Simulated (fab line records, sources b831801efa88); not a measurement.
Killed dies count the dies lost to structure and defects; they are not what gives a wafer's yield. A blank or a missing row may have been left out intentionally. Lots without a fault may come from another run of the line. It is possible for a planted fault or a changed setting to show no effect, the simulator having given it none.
The tool behind it: which one? | flow gf180mcu | Sampling: 11 lots, 33 wafers, 6 of 602 route steps

WHAT THE GAUGES SHOWED, per wafer
GF_NSD_OVL_MEAS_08.
lot  | measured     | on         | NSD_OVL (nm)
L188 | day 12 21:14 | overlay-01 | -1.0 -0.5 -2.5
L190 | day 14 14:21 | overlay-02 | -0.8 -2.1 -1.4
L192 | day 15 06:02 | overlay-02 | -2.0 -1.8 -1.5
L193 | day 15 17:09 | overlay-01 | -2.5 -1.6 -1.7
L194 | day 15 22:05 | overlay-02 | -2.4 -1.9 -2.0
L195 | day 15 21:28 | overlay-02 | -0.8 0.4 -0.5
L196 | day 16 11:22 | overlay-01 | 0.0 -2.5 -1.3
L201 | day 17 18:36 | overlay-01 | 0.5 1.0 1.1
L203 | day 18 23:14 | overlay-02 | -1.9 -1.5 -1.8
L204 | day 19 01:10 | overlay-01 | -1.5 -3.5 -2.4
L205 | day 19 07:29 | overlay-01 | -0.2 0.5 -0.2

GF_NSD_TW_MEAS_12.
lot  | measured     | on            | NSD_TW
L188 | day 12 21:41 | film metro-01 | 4193 4175 4161
L190 | day 14 14:47 | film metro-02 | 4285 4283 4298
L192 | day 15 06:29 | film metro-03 | 4312 4308 4294
L193 | day 15 17:35 | film metro-03 | 4302 4301 4328
L194 | day 15 22:32 | film metro-02 | 4285 4305 4306
L195 | day 15 21:54 | film metro-01 | 4203 4201 4174
L196 | day 16 11:48 | film metro-03 | 4302 4275 4287
L201 | day 17 19:02 | film metro-02 | 4340 4332 4359
L203 | day 18 23:41 | film metro-01 | 4758 4778 4781 4756 4758 4736
L204 | day 19 01:37 | film metro-02 | 4884 4896 4886 4877 4887 4872
L205 | day 19 07:56 | film metro-03 | 4897 4910 4882 4879 4903 4871

GF_PSD_RS_MEAS_14: a four-point-probe measurement.
lot  | measured     | on            | NSD_RS (ohm/sq)
L188 | day 13 17:29 | film metro-02 | 46.14 46.16 46.19
L190 | day 15 13:02 | film metro-02 | 45.96 46.14 46.14
L192 | day 16 04:12 | film metro-03 | 46.10 46.08 46.01
L193 | day 16 15:50 | film metro-01 | 46.14 46.20 46.06
L194 | day 16 21:56 | film metro-03 | 46.13 46.26 46.20
L195 | day 16 20:58 | film metro-01 | 46.13 45.99 45.97
L196 | day 17 11:10 | film metro-03 | 46.03 46.07 46.07
L201 | day 18 19:41 | film metro-01 | 46.03 46.03 45.94
L203 | day 20 00:56 | film metro-03 | 25.48 25.52 25.57 25.52 25.50 25.50
L204 | day 20 02:58 | film metro-02 | 25.56 25.50 25.52 25.52 25.48 25.53
L205 | day 20 09:22 | film metro-02 | 25.50 25.51 25.56 25.50 25.47 25.53

EACH LOT AND THE TOOL THAT RAN IT (in order: tool; ch and the chambers of the sampled wafers; start)
lot  | GF_VT_IMPLANT_STRIP_42               | GF_NSD_IMPLANT_09               | GF_NSD_STRIP_11
L188 | plasma asher-03 ch 0,1, day 7 04:01  | implanter-03 ch 0, day 12 21:17 | plasma asher-03 ch 0,1, day 12 21:35
L190 | plasma asher-04 ch 0,1, day 8 14:49  | implanter-02 ch 0, day 14 14:23 | plasma asher-04 ch 0,1, day 14 14:41
L192 | plasma asher-04 ch 0,1, day 9 03:13  | implanter-02 ch 0, day 15 06:05 | plasma asher-03 ch 1, day 15 06:23
L193 | plasma asher-02 ch 0,1, day 9 13:28  | implanter-03 ch 0, day 15 17:11 | plasma asher-02 ch 0,1, day 15 17:29
L194 | plasma asher-04 ch 0,1, day 9 16:16  | implanter-03 ch 0, day 15 22:08 | plasma asher-04 ch 0,1, day 15 22:26
L195 | plasma asher-03 ch 0,1, day 9 17:09  | implanter-02 ch 0, day 15 21:32 | plasma asher-04 ch 0,1, day 15 21:49
L196 | plasma asher-04 ch 0,1, day 10 01:50 | implanter-02 ch 0, day 16 11:26 | plasma asher-04 ch 0,1, day 16 11:43
L201 | plasma asher-03 ch 0,1, day 11 05:07 | implanter-03 ch 0, day 17 18:39 | plasma asher-03 ch 0,1, day 17 18:56
L203 | plasma asher-04 ch 0,1, day 11 21:46 | implanter-03 ch 0, day 18 23:17 | plasma asher-02 ch 0,1, day 18 23:35
L204 | plasma asher-03 ch 1, day 12 01:46   | implanter-03 ch 0, day 19 01:12 | plasma asher-04 ch 0,1, day 19 01:30
L205 | plasma asher-02 ch 1, day 12 08:28   | implanter-03 ch 0, day 19 07:32 | plasma asher-02 ch 0,1, day 19 07:50
- GF_VT_IMPLANT_STRIP_42: strips in O2/N2.
- GF_NSD_IMPLANT_09
- GF_NSD_STRIP_11: strips in O2/N2.

AS READ BY THE TOOLS THEMSELVES (means over the sampled wafers that have a number; for cases with no such wafer, the mark the record gives instead)
GF_VT_IMPLANT_STRIP_42.
lot  | tool            | drypump motor current A (A) | heater power w (W) | oes product au (a.u.) | strip time to endpoint s (s)
L188 | plasma asher-03 | 6.6                         | 326                | 0.720                 | 12.60
L190 | plasma asher-04 | 6.1                         | 371                | 0.721                 | 12.61
L192 | plasma asher-04 | 6.1                         | 372                | 0.720                 | 12.61
L193 | plasma asher-02 | 5.7                         | 340                | 0.716                 | 12.59
L194 | plasma asher-04 | 6.0                         | 367                | 0.715                 | 12.62
L195 | plasma asher-03 | 6.6                         | 331                | 0.720                 | 12.60
L196 | plasma asher-04 | 6.1                         | 373                | 0.713                 | 12.63
L201 | plasma asher-03 | 6.6                         | 331                | 0.717                 | 12.62
L203 | plasma asher-04 | 5.7                         | 352                | 0.719                 | 12.67
L204 | plasma asher-03 | 6.5                         | 344                | 0.716                 | 12.61
L205 | plasma asher-02 | 5.7                         | 315                | 0.713                 | 12.64

GF_NSD_IMPLANT_09.
lot  | tool         | faraday current uA
L188 | implanter-03 | 12240
L190 | implanter-02 | 12378
L192 | implanter-02 | 12250
L193 | implanter-03 | 12370
L194 | implanter-03 | 11968
L195 | implanter-02 | 12222
L196 | implanter-02 | 12206
L201 | implanter-03 | 12402
L203 | implanter-03 | 12389
L204 | implanter-03 | 12231
L205 | implanter-03 | 12229

GF_NSD_STRIP_11.
lot  | tool            | drypump motor current A (A) | heater power w (W) | oes product au (a.u.) | strip time to endpoint s (s)
L188 | plasma asher-03 | 6.6                         | 320                | 0.486                 | 22.95
L190 | plasma asher-04 | 5.7                         | 355                | 0.488                 | 22.94
L192 | plasma asher-03 | 6.5                         | 347                | 0.488                 | 22.85
L193 | plasma asher-02 | 5.7                         | 362                | 0.487                 | 22.91
L194 | plasma asher-04 | 6.1                         | 377                | 0.482                 | 22.92
L195 | plasma asher-04 | 6.1                         | 379                | 0.488                 | 23.00
L196 | plasma asher-04 | 6.0                         | 381                | 0.488                 | 22.92
L201 | plasma asher-03 | 6.6                         | 330                | 0.488                 | 22.97
L203 | plasma asher-02 | 5.7                         | 353                | 0.458                 | 26.31
L204 | plasma asher-04 | 5.7                         | 351                | 0.452                 | 26.30
L205 | plasma asher-02 | 5.7                         | 337                | 0.454                 | 26.28

THE ANSWER, worked out from the rows above alone
Rule: the usual values come from the lots themselves. The widest of any qualifying gaps counts: lots, ordered by their means at a reading, are off when they make up no more than a third of the lots, leave a main group of 4 or more, and stand apart from it by 3 or more times the standard deviation of that group's means. Not used: any main group whose means are identical at the precision the tables above print for the reading. Also off: a lot with no number at a reading for which 4 or more lots have one. Where the step has rows for the other lots, those lots are counted as sound. Order of review: gauges by route order, followed by the tools' own readings, for which a lot's mean as printed above is used. At the first step where some lot is off, the reading lying furthest off is the one used; lots without a number count as furthest.
Off: L203, L204, L205, at GF_NSD_TW_MEAS_12 (NSD_TW). The main group has a mean of 4275 with a standard deviation of 55.
If a tool, at a process step before that reading, ran all the lots that are off and no sound lot after the first of them, it fits. The gauges at GF_NSD_TW_MEAS_12 aren't tried: what is off there is off at GF_NSD_STRIP_11 too, on other tools, and a gauge's error can't cause that. One fits: GF_NSD_IMPLANT_09 on implanter-03. A fault onset in the window from L201 (day 17 18:39, its last sound lot) to L203 (day 18 23:17, its first lot off) fits.

WHAT HAD BEEN PUT IN BY THE SIMULATOR
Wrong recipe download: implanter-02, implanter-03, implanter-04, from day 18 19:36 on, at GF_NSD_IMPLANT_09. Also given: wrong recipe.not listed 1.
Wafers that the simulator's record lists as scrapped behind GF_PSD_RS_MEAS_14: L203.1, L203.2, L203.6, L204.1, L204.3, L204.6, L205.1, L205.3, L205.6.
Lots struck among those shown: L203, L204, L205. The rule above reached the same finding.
